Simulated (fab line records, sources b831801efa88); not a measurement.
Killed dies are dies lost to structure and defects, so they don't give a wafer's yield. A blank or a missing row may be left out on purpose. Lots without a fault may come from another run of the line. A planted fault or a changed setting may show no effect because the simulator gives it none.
Problem report in the 8D (eight disciplines) form, filled by code | flow sky130 | the parts of the form that need people (team, actions taken, sign-off) are left out

1. THE PROBLEM
SONOS_ONO_CVD_04_THK at SKY_SONOS_ONO_THK_MEAS_05 reads a mean of 10.80 nm on 9 wafers of 3 lots; wafers without a fault read 5.72 nm with a standard deviation of 0.14. That is +36 standard deviations from the usual mean.
First seen on wafer L957.1, day 17 09:19, on film_metro-01. The record holds 39 wafers of 13 lots with a number at this step. Rule for "out", or "out of limits": more than 4 standard deviations from the usual mean. The other wafers with a number count as sound.

2. WHAT IT IS AND WHAT IT IS NOT
question                    | is                           | is not
which readings at this step | SONOS_ONO_CVD_04_THK         | -
which lots                  | L957, L958, L959             | L941, L942, L943, L944, L945, L946, L947, L948, L949, L952
which wafers of those lots  | all that have a number       | -
read on which gauges        | film_metro-01, film_metro-04 | film_metro-03
when                        | from day 17 09:19            | up to then (30 sound wafers)

3. SUSPECTS, AND WHAT RULES EACH OUT
Counting: a tool at a process step up to the reading stays a suspect if it ran every lot that is out and no sound lot after the first of them.
- the gauge at SKY_SONOS_ONO_THK_MEAS_05: ruled out. The wafers that are out were read on 2 gauges (film_metro-01, film_metro-04).
- lpcvd-03 at SKY_SONOS_ONO_CVD_04 (deposits SiO2 from SiH4/N2O, target thk 5.7199 nm): kept. It ran every lot that is out, first L957 (day 17 08:04), and no sound lot after that; its last sound lot up to then is L952 (day 15 17:11).
Left after counting: lpcvd-03 at SKY_SONOS_ONO_CVD_04.

4. THE CAUSE (what the simulator had put in)
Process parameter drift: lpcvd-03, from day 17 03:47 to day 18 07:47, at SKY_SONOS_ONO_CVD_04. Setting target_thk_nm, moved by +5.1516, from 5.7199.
Counting left only this tool.

5. THE CHAIN OF EFFECTS, in route order
Each row: a reading whose mean over the struck wafers that have a number lies more than 3 standard deviations from the usual. Only readings for which the record gives a usual standard deviation are gone through. hours: the time from each lot's start at the first step in this table that gives one to its start at this step, as a median over the lots. sigmas: the change in usual standard deviations.
hours | step                      | reading              | usual   | on struck wafers | change | sigmas
0     | SKY_SONOS_ONO_THK_MEAS_05 | SONOS_ONO_CVD_04_THK | 5.72 nm | 10.80            | +5.08  | +36
Later measuring or inspecting steps at which every struck wafer that the step has a row for has a number for every such reading, and none has moved that far: SKY_SD_N_TW_MEAS_12, SKY_LI_CONTACT_CD_MEAS_12.

6. WHAT WOULD HAVE CAUGHT IT SOONER
In this record the first reading out of limits at a measuring or inspecting step was taken at day 17 09:19, 6 hours after the fault began at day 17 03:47.
Of the tool readings at SKY_SONOS_ONO_CVD_04 for which the record gives a usual standard deviation, none was out on any struck wafer, so an alarm limit of 4 standard deviations on them would not have fired.
Of the lots that are out (3), L959 began SKY_SONOS_ONO_CVD_04 on lpcvd-03 after day 17 09:19. A hold on the tool at that time would have spared it.
